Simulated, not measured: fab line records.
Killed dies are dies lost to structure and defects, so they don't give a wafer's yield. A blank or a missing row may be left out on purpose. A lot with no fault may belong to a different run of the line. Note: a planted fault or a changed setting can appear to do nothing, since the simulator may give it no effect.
fab line records -- flow sky130
record: lots: 6, wafers: 18, last_day: 50
route steps=708 shown LDD_N@249 LDD_P@255
lots that met no fault: from a run of the same line without faults
start_h: hours from the record's first day to the start of the lot's first wafer shown -- wait_h: how many hours have passed since the lot's step before this one -- " repeats the value in the row above -- L1.1+2: several wafers, shown together as one row -- - either no value or no given start -- * or withheld: withheld -- < > ~ a bound
route shown NAME@n: names a module that has steps shown in the file, with the first one's number in the route -- usual: mean/standard deviation of fault-free wafers -- same: alike in all rows -- chamber/n: place in a boat -- sites: readings site by site -- _std_site: standard deviation of those values -- _edge_site: the outer-site mean with the inner-site mean subtracted -- radius_mm: for every site, how far away it sits from the centre of the wafer -- mask NAME#n: copy n -- behind: the most recent tool/chamber to have shaped the wafer -- hold: why the lot was held/for how many hours/how that ended -- device: transistor that didn't switch, given as n, p or np -- end of line: at the end of the route, the tests of the same wafers -- a step without rows: its recipe alone -- killed: dies that structure and defects cost at the first sort, which is not the same as the wafer's yield -- map: the dies of a wafer, with x for killed, . for not killed, _ for no die there
set.NAME: the setting the step ran with; set.NAME@STEP: the setting that earlier step ran with -- model.NAME: the simulator's own value behind a step, which no gauge read
a table for each step, a row for each wafer; lots at some steps of the route
services: the hour from which a tool's chamber was out of use, counted from the record's first day as start_h (under 0 if before that day), plus the number of hours and why
== steps ==
step: SKY_LDD_N_IMPLANT_12
recipe: species: BF2, energy_kev: 50, dose_cm2: 5e+12, tilt_deg: 30, rotation_deg: 0
step: SKY_LDD_N_IMPLANT_13
recipe: species: BF2, energy_kev: 50, dose_cm2: 5e+12, tilt_deg: 30, rotation_deg: 90
step: SKY_LDD_N_IMPLANT_14
recipe: species: BF2, energy_kev: 50, dose_cm2: 5e+12, tilt_deg: 30, rotation_deg: 180
step: SKY_LDD_N_IMPLANT_15
recipe: species: BF2, energy_kev: 50, dose_cm2: 5e+12, tilt_deg: 30, rotation_deg: 270
step: SKY_LDD_N_STRIP_16
recipe: chemistry: O2/N2, power_w: 1400, pressure_mtorr: 1500, platen_temp_c: withheld, o2_flow_sccm: 3000, n2_flow_sccm: 300, overash_fraction: 0.5
usual: drypump_motor_current_A: 5.5/0.36, n2_flow_sccm: 299.9/0.89, oes_product_au: 0.407/0.0042, strip_time_to_endpoint_s: 4.314/0.013
lot.wafer,tool,chamber,start_h,wait_h,drypump_motor_current_A,n2_flow_sccm,oes_product_au,rf_hours_counter_h,strip_time_to_endpoint_s
L822.2,plasma_asher-03,1,432.28,0.1,5.9,300.1,0.401,0,4.312
L822.3,plasma_asher-03,1,432.28,0.1,5.9,299.8,0.407,-,4.310
L822.4,plasma_asher-03,0,432.28,0.1,6.0,300.3,0.409,-,4.314
L823.1,plasma_asher-04,1,442.03,0.1,5.0,299.8,0.412,62,4.315
L823.4,plasma_asher-04,0,442.03,0.1,5.4,300.4,0.407,-,4.335
L823.5,plasma_asher-04,1,442.03,0.1,5.0,298.7,0.402,-,4.304
L827.3,plasma_asher-01,0,494.71,0.1,5.4,300.0,0.403,-,4.313
L827.5,plasma_asher-01,0,494.71,0.1,5.4,299.9,0.413,-,4.336
L827.6,plasma_asher-01,1,494.71,0.1,5.5,298.5,0.404,-,4.301
L830.3,plasma_asher-04,1,522.61,0.1,5.0,299.5,0.414,-,4.326
L830.4,plasma_asher-04,0,522.61,0.1,5.3,300.5,0.417,-,4.340
L830.5,plasma_asher-04,0,522.61,0.1,5.4,299.6,0.405,-,4.343
L831.1,plasma_asher-01,0,544.52,0.1,5.4,299.1,0.402,43,4.321
L831.2,plasma_asher-01,1,544.52,0.1,5.5,299.2,0.410,43,4.311
L831.4,plasma_asher-01,0,544.52,0.1,5.5,299.2,0.402,-,4.335
L840.2,plasma_asher-04,0,595.46,0.1,5.3,298.8,0.403,81,4.325
L840.3,plasma_asher-04,1,595.46,0.1,5.0,300.0,0.409,-,4.320
L840.5,plasma_asher-04,0,595.46,0.1,5.3,301.9,0.400,-,4.325
step: SKY_LDD_N_TW_MEAS_17
usual: LDD_N_TW: 2567/16
lot.wafer,tool,chamber,start_h,wait_h,LDD_N_TW
L822.2,film_metro-02,-,432.39,0.1,2606
L822.3,film_metro-02,-,432.39,0.1,2596
L822.4,film_metro-02,-,432.39,0.1,2576
L823.1,film_metro-03,-,442.13,0.1,2571
L823.4,film_metro-03,-,442.13,0.1,2567
L823.5,film_metro-03,-,442.13,0.1,2574
L827.3,film_metro-02,-,494.79,0.1,2577
L827.5,film_metro-02,-,494.79,0.1,2589
L827.6,film_metro-02,-,494.79,0.1,2582
L830.3,film_metro-02,-,522.70,0.1,2571
L830.4,film_metro-02,-,522.70,0.1,2580
L830.5,film_metro-02,-,522.70,0.1,2575
L831.1,film_metro-03,-,544.62,0.1,2574
L831.2,film_metro-03,-,544.62,0.1,2565
L831.4,film_metro-03,-,544.62,0.1,2563
L840.2,film_metro-01,-,595.57,0.1,2563
L840.3,film_metro-01,-,595.57,0.1,2552
L840.5,film_metro-01,-,595.57,0.1,2565
step: SKY_LDD_P_DEHYDRATE_00
recipe: temp_c: 200, time_s: 60
step: SKY_LDD_P_HMDS_01
recipe: prime_time_s: 60, prime_temp_c: 120
step: SKY_LDD_P_COAT_02
recipe: resist: NOVOLAK, spin_rpm: 3000, resist_thk_nm: 1119
step: SKY_LDD_P_SOFTBAKE_03
recipe: temp_c: 90, time_s: 60, resist: NOVOLAK
step: SKY_LDD_P_EXPOSE_04
recipe: mask_id: PSDM, na: 0.6, source_shape: conventional, sigma_outer: 0.6, polarization: unpolarized, target_cd_nm: 380, dose_mj: 138
step: SKY_LDD_P_PEB_05
recipe: temp_c: withheld, time_s: *, resist: NOVOLAK
step: SKY_LDD_P_DEVELOP_06
recipe: resist: NOVOLAK, developer: TMAH, develop_time_s: 60, dev_temp_c: 23
usual: chill_plate_temp_C: 23.00/0.11, develop_time_s: 60/0
lot.wafer,tool,chamber,start_h,wait_h,chill_plate_temp_C,develop_time_s
L822.2,litho_track-02,0,462.91,0.1,22.90,60
L822.3,litho_track-02,0,462.91,0.1,23.14,60
L822.4,litho_track-02,0,462.91,0.1,22.93,60
L823.1,litho_track-04,0,472.34,0.1,23.05,60
L823.4,litho_track-04,0,472.34,0.1,22.92,60
L823.5,litho_track-04,0,472.34,0.1,22.96,60
L827.3,litho_track-02,-,525.09,0.1,-,-
L827.5,litho_track-02,-,525.09,0.1,-,-
L827.6,litho_track-02,-,525.09,0.1,-,-
L830.3,litho_track-02,-,553.59,0.1,-,-
L830.4,litho_track-02,-,553.59,0.1,-,-
L830.5,litho_track-02,-,553.59,0.1,-,-
L831.1,litho_track-03,0,574.13,0.1,22.79,60
L831.2,litho_track-03,0,574.13,0.1,23.07,60
L831.4,litho_track-03,0,574.13,0.1,22.85,60
L840.2,litho_track-02,0,624.01,0.1,22.97,60
L840.3,litho_track-02,0,624.01,0.1,22.96,60
L840.5,litho_track-02,0,624.01,0.1,23.01,60
step: SKY_LDD_P_CD_MEAS_07
recipe: target_cd_nm: 380
usual: cd_nm: 379.6/2.2
lot.wafer,tool,chamber,start_h,wait_h,cd_nm
L822.2,cd_sem-01,-,463.06,0.1,375.6
L822.3,cd_sem-01,-,463.06,0.1,375.7
L822.4,cd_sem-01,-,463.06,0.1,378.0
L823.1,cd_sem-02,-,472.49,0.1,381.2
L823.4,cd_sem-02,-,472.49,0.1,383.9
L823.5,cd_sem-02,-,472.49,0.1,381.1
L827.3,cd_sem-01,-,525.23,0.1,-
L827.5,cd_sem-01,-,525.23,0.1,-
L827.6,cd_sem-01,-,525.23,0.1,-
L830.3,cd_sem-02,-,553.73,0.1,-
L830.4,cd_sem-02,-,553.73,0.1,-
L830.5,cd_sem-02,-,553.73,0.1,-
L831.1,cd_sem-02,-,574.28,0.1,379.0
L831.2,cd_sem-02,-,574.28,0.1,378.4
L831.4,cd_sem-02,-,574.28,0.1,379.4
L840.2,cd_sem-01,-,624.16,0.1,376.5
L840.3,cd_sem-01,-,624.16,0.1,378.6
L840.5,cd_sem-01,-,624.16,0.1,377.4
== services ==
tool,chamber,start_h,hours,kind
plasma_asher-03,-,421.25,9.0,pm
plasma_asher-03,0,421.25,9.0,vent_cycle
plasma_asher-03,1,421.25,9.0,vent_cycle
plasma_asher-03,0,430.25,-,clean
plasma_asher-03,1,430.25,-,clean
plasma_asher-03,-,433.32,0.5,repair
plasma_asher-01,-,511.59,14.6,pm
plasma_asher-01,-,616.12,4.0,pm
== key ==
first_sign: step: SKY_LDD_P_DEVELOP_06, reading: tool_record, direction: missing
effect none on later readings
met_at SKY_LDD_P_DEVELOP_06
struck_wafers L827.3,L827.5,L827.6,L830.3,L830.4,L830.5
sort_left_out L827.3,L827.5,L827.6,L830.3,L830.4,L830.5
tester_left_out L827,L830
onset_between 462.91 525.09
fault: kind: skipped_step_whole, tool: litho_track-02, chamber: -, onset_h: 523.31, steps: SKY_LDD_P_DEVELOP_06, scope: struck_lots_only
tester_left_out: of these lots the tester's yield and bins aren't shown, on N5 and GAA mostly nor the transistor test; their killed dies are dies lost to structure and defects alone, not to doping, threshold or leakage, so they don't give the yield
sort_left_out: the simulated sort isn't trusted on such a fault, so these wafers' sort isn't shown, and their yield isn't known
